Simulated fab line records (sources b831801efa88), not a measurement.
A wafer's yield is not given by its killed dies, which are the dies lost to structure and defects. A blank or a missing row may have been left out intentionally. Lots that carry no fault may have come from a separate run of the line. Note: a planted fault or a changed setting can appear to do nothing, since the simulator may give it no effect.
A lot that was struck, set against a sound lot    flow sfq_line    28 out of 325 route steps
Sound: wafers L174.3, L174.4, L174.6. Wafers L165.2, L165.3 were the ones struck. At the end, the cause is stated.
Each step with rows lists, per side, the tool, then ch with its chambers, then its first start. Under that, the readings that differ: sound wafers    struck wafers    difference of the means    sigmas: that difference in standard deviations of wafers without a fault.
alike: readings whose means differ by less than 2 such deviations, and words and numbers that are the same on both sides. not compared: withheld readings, readings that some wafer has no value for, bounds like >300 that may hide the same value, and numbers for which the record gives no deviation and whose values overlap.
The two part at a step that has a row with sigmas, a row that says differs or no value, or rows on one side only. When numbers do not overlap yet have no deviation, they are printed without sigmas and do not part them. Lack of a reading on every wafer of one side parts them only where that side has two or more wafers.

first, 6 steps without rows for these wafers: SFQ_TRILAYER_M0_LITHO_COAT_026 (resist thk 62 nm); SFQ_TRILAYER_M0_LITHO_COAT_021 (resist thk 600 nm); SFQ_TRILAYER_M0_LITHO_SOFTBAKE_025; SFQ_TRILAYER_M0_LITHO_EXPOSE_022 (exposes mask M0, target cd 500 nm); SFQ_TRILAYER_M0_LITHO_PEB_024 (peb time 60 s); SFQ_TRILAYER_M0_LITHO_DEVELOP_023 (time 60 s).
SFQ_M0_OVL_MEAS_906:
  sound on overlay-01, day 17 12:59; struck on overlay-02, day 13 21:00
  alike: M0_OVL
SFQ_TRILAYER_M0_BARC_OPEN_METAL_ETCH_031: etches BARC in O2, target depth 125 nm, time 41.7 s.
  sound on rie_metal-04 ch 0,1, day 17 13:02; struck on rie_metal-04 ch 0,1, day 13 21:02
  alike: drypump_motor_current_A, oes_product_au
  not compared: rf_hours_counter_h
then, 1 step without rows for these wafers: SFQ_TRILAYER_M0_ETCH_METAL_ETCH_024 (etches Nb in Cl2/Ar, stops on SiO2, target depth 240 nm, time 120 s).
SFQ_TRILAYER_M0_STRIP_STRIP_025: strips in O2.
  sound on rie_metal-04 ch 0,1, day 17 13:23; struck on rie_metal-04 ch 0,1, day 13 21:13
  alike: drypump_motor_current_A, oes_product_au
  not compared: rf_hours_counter_h
then, 2 steps without rows for these wafers: SFQ_TRILAYER_M0_STRIP_SOLV_CLEAN_026 (cleans in NMP, time 600 s); SFQ_TRILAYER_I0_DEP_PECVD_027 (deposits SiO2 from SiH4/N2O, time 111.11 s, target thk 500 nm).
SFQ_TRILAYER_I0_CMP_CMP_028: polishes SiO2.
  sound on cmp-02 ch 0,2,3, day 17 14:04; struck on cmp-02 ch 1,2, day 13 22:34
reading                                              sound              struck       difference  sigmas
model.SiO2_of_TRILAYER_I0_DEP_PECVD_027.thk_nm (nm)  199.1 200.7 199.1  215.2 214.9  +15.4       
  alike: motor_current_A, platen_rpm, retaining_ring_pressure_frac, time_to_endpoint_s
SFQ_I0_BOW_MEAS_907:
  sound on film_metro-01, day 17 17:06; struck on film_metro-03, day 14 01:05
  alike: I0_BOW
SFQ_TRILAYER_I0_METRO_MEASURE_029:
  sound on film_metro-01, day 17 17:35; struck on film_metro-03, day 14 01:23
reading      sound              struck       difference  sigmas
thk_nm (nm)  199.2 200.6 198.9  215.5 214.9  +15.6       +13
then, 6 steps without rows for these wafers: SFQ_TRILAYER_I0_VIA_LITHO_COAT_036 (resist thk 62 nm); SFQ_TRILAYER_I0_VIA_LITHO_COAT_031 (resist thk 650 nm); SFQ_TRILAYER_I0_VIA_LITHO_SOFTBAKE_035; SFQ_TRILAYER_I0_VIA_LITHO_EXPOSE_032 (exposes mask I0, target cd 500 nm); SFQ_TRILAYER_I0_VIA_LITHO_PEB_034 (peb time 60 s); SFQ_TRILAYER_I0_VIA_LITHO_DEVELOP_033 (time 60 s).
-- the record jumps here: 6 days lie between the struck wafers' starts before and after --
SFQ_I0_OVL_MEAS_908:
  sound on overlay-02, day 24 05:44; struck on overlay-02, day 19 19:13
  alike: I0_OVL
SFQ_TRILAYER_I0_VIA_BARC_OPEN_VIA_ETCH_046: etches BARC in O2, target depth 125 nm, time 41.7 s.
  sound on rie_diel-02 ch 0,2, day 24 05:46; struck on rie_diel-03 ch 0,3, day 19 19:14
  alike: drypump_motor_current_A, oes_product_au
  not compared: rf_hours_counter_h
SFQ_TRILAYER_I0_VIA_ETCH_VIA_ETCH_034: etches SiO2 in CHF3, stops on Nb, target depth 260 nm.
  sound on rie_diel-02 ch 0,2, day 24 05:49; struck on rie_diel-03 ch 0,3, day 19 19:17
reading                         sound              struck       difference  sigmas
oes_product_au (a.u.)           0.846 0.855 0.850  0.886 0.893  +0.039      +8
model.I0.feature_depth_nm (nm)  199.1 200.7 199.1  215.2 214.9  +15.4       
model.etch.depth_nm (nm)        199.1 200.7 199.1  215.2 214.9  +15.4       
  alike: drypump_motor_current_A
SFQ_TRILAYER_I0_VIA_STRIP_STRIP_035: strips in O2.
  sound on rie_metal-01 ch 0,1, day 24 06:07; struck on rie_metal-01 ch 1, day 19 19:23
  alike: drypump_motor_current_A, oes_product_au
  not compared: rf_hours_counter_h
then, 1 step without rows for these wafers: SFQ_TRILAYER_I0_VIA_STRIP_SOLV_CLEAN_036 (cleans in NMP, time 600 s).
SFQ_TRILAYER_M1_DEP_PRE_CLEAN_038: time 22.5 s.
  sound on pvd_sputter-04, day 24 06:41; struck on pvd_sputter-04, day 19 20:11
reading                                              sound              struck       difference  sigmas
model.SiO2_of_TRILAYER_I0_DEP_PECVD_027.thk_nm (nm)  191.6 193.2 191.6  207.7 207.4  +15.4       
  alike: bias_v
SFQ_TRILAYER_M1_DEP_SPUTTER_037: material Nb, target thk 200 nm, time 133.3 s.
  sound on pvd_sputter-04, day 24 06:43; struck on pvd_sputter-04, day 19 20:13
  alike: throttle_valve_pct

## WHERE THEY PART
At SFQ_TRILAYER_I0_METRO_MEASURE_029 first; at SFQ_TRILAYER_I0_VIA_ETCH_VIA_ETCH_034 last (within this record only). Later steps at which nothing parts them and some readings are alike: SFQ_TRILAYER_I0_VIA_STRIP_STRIP_035, SFQ_TRILAYER_M1_DEP_PRE_CLEAN_038, SFQ_TRILAYER_M1_DEP_SPUTTER_037.

WHY: what had been put in by the simulator
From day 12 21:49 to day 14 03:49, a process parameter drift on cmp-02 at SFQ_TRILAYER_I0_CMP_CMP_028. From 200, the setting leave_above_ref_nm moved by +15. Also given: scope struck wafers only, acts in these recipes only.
